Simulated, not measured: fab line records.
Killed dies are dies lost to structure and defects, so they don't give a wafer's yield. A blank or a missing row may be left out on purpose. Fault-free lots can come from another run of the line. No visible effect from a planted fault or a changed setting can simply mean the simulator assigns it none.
2 desks, one fault | flow gf180mcu | each desk holds nothing but its own numbers, with what lay behind them at the end

AT THE METROLOGY DESK
Means of the sampled wafers that have a number, per lot and without regard to the tool the lot ran on: this is what the gauges read. Any lot whose mean is over 4 standard deviations away from the usual mean is out of limits and marked OUT; that distance is given in the brackets.
Columns: A = STI_OXIDATION_01_THK at GF_STI_THK_MEAS_22, usual 15.09 nm; B = cd nm at GF_POLY_GATE_CD_MEAS_10, usual 279.9 nm
lot  | first seen here | A     | B
L573 | day 2 03:46     | 15.35 | 279.3
L575 | day 2 15:44     | 15.24 | 280.2
L576 | day 2 18:52     | 14.66 | 279.5
L577 | day 3 00:23     | 14.73 | 278.2
L586 | day 4 22:03     | 15.15 | 279.4
L588 | day 5 08:41     | 15.22 | 281.8
L589 | day 5 14:27     | 15.02 | 280.3
L590 | day 5 22:40     | 14.78 | 279.9
L591 | day 6 05:26     | 14.92 | 280.6
L592 | day 6 12:21     | 15.37 | 280.1
L593 | day 6 12:21     | 15.11 | 282.6
L594 | day 6 17:46     | 14.90 | 279.7
L595 | day 7 02:56     | 15.33 | 279.6
L596 | day 7 03:39     | 14.82 | 277.9
This desk found nothing out of limits on any of the 14 lots.

AT THE TOOL OWNER'S DESK: implanter-04
The tool's own readings at GF_VT_IMPLANT_IMPLANT_08, given as means over the sampled wafers that have a number, one for each lot that went through this tool. Any lot whose mean is over 4 standard deviations away from the usual mean is out of limits and marked OUT; that distance is given in the brackets.
Columns: A = tilt deg at GF_VT_IMPLANT_IMPLANT_08, usual 7.000 degrees
lot  | first seen here | A
L573 | day 5 17:46     | 6.961
L575 | day 6 05:59     | 7.406 (+18) OUT
L576 | day 6 11:14     | 7.430 (+19) OUT
L589 | day 9 20:43     | 6.998
L591 | day 10 20:32    | 6.991
L593 | day 10 22:54    | 6.998
L595 | day 11 14:33    | 7.004
This desk's finding: out of limits on L575, L576; first on L575, day 6 05:59 (tilt deg at GF_VT_IMPLANT_IMPLANT_08). L573, L589, L591, L593, L595 stayed within limits.

ALL TOGETHER
The tool owner's desk could have raised an alarm at day 6 05:59, on L575, L576.
At the metrology desk, nothing out of limits was observed.
The metrology desk holds a record of L575, L576, inside its limits.
Every lot named ran GF_VT_IMPLANT_IMPLANT_08 on implanter-04.

WHAT WAS PUT IN BY THE SIMULATOR
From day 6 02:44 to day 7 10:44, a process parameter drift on implanter-04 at GF_VT_IMPLANT_IMPLANT_08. A move of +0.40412 in setting tilt deg, from 7. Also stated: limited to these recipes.
Shown lots that were struck: L575, L576.
Each desk's first reading out of limits, in hours after the fault started: the tool owner's desk, 3.
